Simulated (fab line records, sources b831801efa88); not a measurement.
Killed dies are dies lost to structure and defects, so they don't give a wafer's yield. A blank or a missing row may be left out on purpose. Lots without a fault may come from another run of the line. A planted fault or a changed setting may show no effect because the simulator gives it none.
Chamber matching | flow sky130 | SKY_FIELD_ISO_CMP_27 on cmp-01: 4 sister chambers
The step polishes, stops on Si3N4, t overpolish 16 s, target thk 457.8 nm. 8 wafers are shown with their chamber, then 6 later ones without.

WAFERS WITH THEIR CHAMBER
wafer  | chamber | motor_current_A (A) | time_to_endpoint_s (s)
L356.4 | 0       | 10.8                | 112
L359.2 | 2       | 10.3                | 114
L359.4 | 3       | 13.5                | 115
L367.2 | 1       | 13.6                | 116
L367.3 | 3       | 14.1                | 111
L368.2 | 1       | 13.5                | 106
L368.3 | 2       | 10.3                | 108
L368.5 | 0       | 10.8                | 111

WAFERS WITHOUT THEIR CHAMBER
wafer  | motor_current_A (A) | time_to_endpoint_s (s)
L369.2 | 10.7                | 113
L369.4 | 10.2                | 110
L369.5 | 13.4                | 108
L373.1 | 13.6                | 111
L373.3 | 10.8                | 111
L373.4 | 13.0                | 112

WHICH CHAMBER EACH WENT THROUGH
wafer  | from the rows above     | in truth
L369.2 | can't be placed: 0 or 2 | 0
L369.4 | 2                       | 2
L369.5 | can't be placed: 1 or 3 | 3
L373.1 | can't be placed: 1 or 3 | 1
L373.3 | 0                       | 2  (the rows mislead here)
L373.4 | can't be placed: 1 or 3 | 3
Placed correctly: 1 of 6. Can't be placed from these rows: 4 (the true chamber is among the candidates in 4). Placed wrongly: 1.
How it was worked out, from the rows above alone: a wafer's distance from a chamber is the root of the sum, over the readings, of the square of ((its reading less the chamber's mean) divided by the reading's scatter). The wafer belongs to the nearest chamber; if the next one is less than 2 further off, it can't be placed. A chamber's mean is the mean of its shown wafers. The scatter: the root of (the sum of the squares of (reading less its chamber's mean) over the shown wafers, divided by (wafers less chambers)).
